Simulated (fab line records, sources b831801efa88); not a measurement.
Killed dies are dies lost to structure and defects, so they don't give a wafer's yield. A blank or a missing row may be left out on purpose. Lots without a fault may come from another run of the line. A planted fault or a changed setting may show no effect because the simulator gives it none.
Chamber matching | flow sky130 | SKY_LI_CONTACT_HDPCVD_00 on hdpcvd-01: 3 sister chambers
The step deposits PSG, target thk 930 nm, time 155 s. 3 wafers are shown with their chamber, then 7 later ones without.

WAFERS WITH THEIR CHAMBER
wafer  | chamber | run_length_s (s)
L483.6 | 1       | 182.7
L494.2 | 2       | 182.0
L494.3 | 0       | 183.6

WAFERS WITHOUT THEIR CHAMBER
wafer  | run_length_s (s)
L494.4 | 183.5
L499.1 | 182.9
L499.4 | 183.2
L499.6 | 182.9
L501.1 | 182.9
L501.2 | 182.7
L501.4 | 182.1

WHICH CHAMBER EACH WENT THROUGH
wafer  | from the rows above     | in truth
L494.4 | 0                       | 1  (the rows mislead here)
L499.1 | 1                       | 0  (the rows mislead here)
L499.4 | can't be placed: 0 or 1 | 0
L499.6 | 1                       | 1
L501.1 | 1                       | 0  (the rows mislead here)
L501.2 | 1                       | 1
L501.4 | 2                       | 2
Placed correctly: 3 of 7. Can't be placed from these rows: 1 (the true chamber is among the candidates in 1). Placed wrongly: 3.
How it was worked out, from the rows above alone: a wafer's distance from a chamber is the root of the sum, over the readings, of the square of ((its reading less the chamber's mean) divided by the reading's scatter). The wafer belongs to the nearest chamber; if the next one is less than 2 further off, it can't be placed. A chamber's mean is the mean of its shown wafers. The scatter: with one shown wafer a chamber, the root of the mean of the squares of how far each hidden wafer lies from its nearest shown one.
